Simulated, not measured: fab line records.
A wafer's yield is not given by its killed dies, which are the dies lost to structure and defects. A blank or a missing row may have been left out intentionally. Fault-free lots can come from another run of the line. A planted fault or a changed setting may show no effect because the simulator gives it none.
Matching of chambers -- flow sky130 -- SKY_POLY_CUT_ETCH_10 on rieDiel-04 has 4 sister chambers
The step etches BARC in N2/H2, stops on SiO2, time 45.9 s, target depth 60 nm. 4 wafers are shown with their chamber, then 7 later ones without.

WAFERS WITH THEIR CHAMBER
wafer,chamber,oesProductAu (a.u.)
L081.2,3,0.851
L082.6,1,0.856
L090.1,2,0.853
L090.3,0,0.856

WAFERS MISSING THEIR CHAMBER
wafer,oesProductAu (a.u.)
L090.6,0.856
L092.2,0.852
L092.3,0.862
L092.5,0.853
L096.1,0.855
L096.4,0.862
L096.5,0.846

WHICH CHAMBER EACH WENT THROUGH
wafer,from the rows above,in truth
L090.6,can't be placed: 0 or 1 or 2 or 3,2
L092.2,can't be placed: 2 or 3 or 0 or 1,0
L092.3,can't be placed: 0 or 1 or 2 or 3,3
L092.5,can't be placed: 2 or 3 or 0 or 1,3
L096.1,can't be placed: 0 or 1 or 2 or 3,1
L096.4,can't be placed: 0 or 1 or 2 or 3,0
L096.5,can't be placed: 3 or 2 or 0 or 1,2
Correct placement for 0 of the 7. From these rows, 7 cannot be placed; in 7 the true chamber is one of the candidates. Wrongly placed: 0.
How it was worked out, from the rows above alone: a wafer's distance from a chamber is the root of the sum, over the readings, of the square of ((its reading less the chamber's mean) divided by the reading's scatter). The wafer belongs to the nearest chamber; if the next one is less than 2 further off, it can't be placed. Each chamber's mean is taken over the wafers shown for it. The scatter: with one shown wafer a chamber, the root of the mean of the squares of how far each hidden wafer lies from its nearest shown one.
